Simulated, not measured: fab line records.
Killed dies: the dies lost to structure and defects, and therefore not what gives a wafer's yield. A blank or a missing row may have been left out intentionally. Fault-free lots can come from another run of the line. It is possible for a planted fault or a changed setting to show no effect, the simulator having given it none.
Matching of chambers | flow sfq-line | 4 sister chambers for SFQ_TRILAYER_I7_CMP_CMP_184 on cmp-02
The step polishes SiO2. 4 wafers are shown with their chamber, then 7 later ones without.

== WAFERS, EACH WITH ITS CHAMBER ==
wafer  | chamber | time-to-endpoint-s (s)
L167.4 | 0       | 220
L167.1 | 2       | 199
L167.5 | 1       | 228
L173.3 | 3       | 198

== WAFERS WHOSE CHAMBER IS MISSING ==
wafer  | time-to-endpoint-s (s)
L173.5 | 217
L174.2 | 197
L174.4 | 215
L174.5 | 202
L175.1 | 207
L175.2 | 213
L175.6 | 200

== CHAMBER TAKEN BY EACH ==
wafer  | from the rows above               | in truth
L173.5 | can't be placed: 0 or 1           | 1
L174.2 | can't be placed: 3 or 2           | 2
L174.4 | can't be placed: 0 or 1           | 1
L174.5 | can't be placed: 2 or 3           | 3
L175.1 | can't be placed: 2 or 3 or 0      | 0
L175.2 | can't be placed: 0 or 2 or 1 or 3 | 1
L175.6 | can't be placed: 2 or 3           | 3
Correct placement for 0 of the 7. Can't be placed from these rows: 7 (the true chamber is among the candidates in 7). Number placed wrongly: 0.
How it was worked out, from the rows above alone: a wafer's distance from a chamber is the root of the sum, over the readings, of the square of ((its reading less the chamber's mean) divided by the reading's scatter). The wafer belongs to the nearest chamber; if the next one is less than 2 further off, it can't be placed. The mean given for a chamber averages the wafers shown for that chamber. The scatter: root of mean squared gap, hidden wafer to nearest shown wafer, with one shown wafer a chamber.
